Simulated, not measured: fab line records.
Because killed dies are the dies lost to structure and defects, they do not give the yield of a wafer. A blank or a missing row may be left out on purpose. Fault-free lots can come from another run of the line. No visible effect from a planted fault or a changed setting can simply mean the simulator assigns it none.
8D (eight disciplines) problem report, filled in by code | flow sky130 | the parts of the form that need people (team, actions taken, sign-off) are left out

1. THE ISSUE
At SKY_PAD_OPEN_PROBE_99, sort_bin_3_pad_short averages 82.7 % over 9 wafers from 3 lots, while fault-free wafers read 0.9 %, standard deviation 0.42. So: +99 or more standard deviations from the usual mean.
First seen on wafer L597.1, day 47 00:07, on prober-02. The record has a number at this step for 9 wafers belonging to 3 lots. Rule for "out", or "out of limits": more than 4 standard deviations from the usual mean. The rest of the wafers with a number are treated as sound.

2. WHAT THIS IS AND IS NOT
question                    | is                                                                                                                      | is not
which readings at this step | sort_bin_3_pad_short, defect_limited_yield, killed_at_M0_to_M3, killed_dies, killed_on_rim, sort_n_pass, sort_yield_pct | killed_at_M4_up, killed_at_contacts, killed_at_other, killed_short, sort_bin_5_function, sort_bin_6_memory
which lots                  | L597, L598, L599                                                                                                        | -
which wafers of those lots  | all that have a number                                                                                                  | -
read on which tools         | prober-01, prober-02                                                                                                    | -
when                        | from day 47 00:07                                                                                                       | up to then (0 sound wafers)

3. THE SUSPECTS, EACH WITH WHAT RULES IT OUT
Counting: a tool at any process step up to the reading remains a suspect when it ran all the lots that are out and ran no sound lot after the first of those.
- cmp-02 at SKY_VIA2_CMP_24 (polishes, stops on SiO2, t overpolish 20 s, target thk 0 nm): kept. It ran every lot that is out, first L597 (day 37 21:23), and no sound lot after that.
Left after counting: cmp-02 at SKY_VIA2_CMP_24.

4. THE CAUSE (what the simulator had put in)
Entire step skipped (cmp-02, SKY_VIA2_CMP_24), from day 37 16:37 onward. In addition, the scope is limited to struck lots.
The count eliminated every tool but this one.

5. SEQUENCE OF EFFECTS, ordered by route
Each row: a reading where the mean over the struck wafers with a number is more than 3 standard deviations away from the usual. Only readings for which the record gives a usual standard deviation are gone through. hours: the time from each lot's start at the first step in this table that gives one to its start at this step, as a median over the lots. sigmas: the change in usual standard deviations.
hours | step                  | reading              | usual  | on struck wafers | change | sigmas
0     | SKY_PAD_OPEN_PROBE_99 | defect_limited_yield | 82.6 % | 0.0              | -82.6  | -41
0     | SKY_PAD_OPEN_PROBE_99 | killed_at_M0_to_M3   | 43     | 445              | +402   | +57
0     | SKY_PAD_OPEN_PROBE_99 | killed_dies          | 85     | 492              | +407   | +42
0     | SKY_PAD_OPEN_PROBE_99 | killed_on_rim        | 17     | 96               | +79    | +18
0     | SKY_PAD_OPEN_PROBE_99 | sort_bin_3_pad_short | 0.9 %  | 82.7             | +81.8  | +99 or more
0     | SKY_PAD_OPEN_PROBE_99 | sort_n_pass          | 407    | 0                | -407   | -42
0     | SKY_PAD_OPEN_PROBE_99 | sort_yield_pct       | 82.6 % | 0.0              | -82.6  | -41
Process steps it contains:
- SKY_PAD_OPEN_PROBE_99
Readings that are blank on the struck wafers while sound wafers have them: edge_zone_pressure_frac at SKY_VIA2_CMP_24; head_pressure_psi at SKY_VIA2_CMP_24; motor_current_A at SKY_VIA2_CMP_24; overpolish_run_s at SKY_VIA2_CMP_24; slurry_filter_dp_kPa at SKY_VIA2_CMP_24; time_to_endpoint_s at SKY_VIA2_CMP_24.

6. WHAT WOULD HAVE CAUGHT IT SOONER
The fault began at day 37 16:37; the first out-of-limits reading in this record came at day 47 00:07, 223 hours later.
At SKY_VIA2_CMP_24 the tool's readings are blank on the struck wafers, where sound wafers have them: an empty tool record is the first sign, and it was there at once.
Lots out: 3; all had begun SKY_VIA2_CMP_24 on cmp-02 by day 47 00:07. Holding the tool at that point would not have protected any of them.
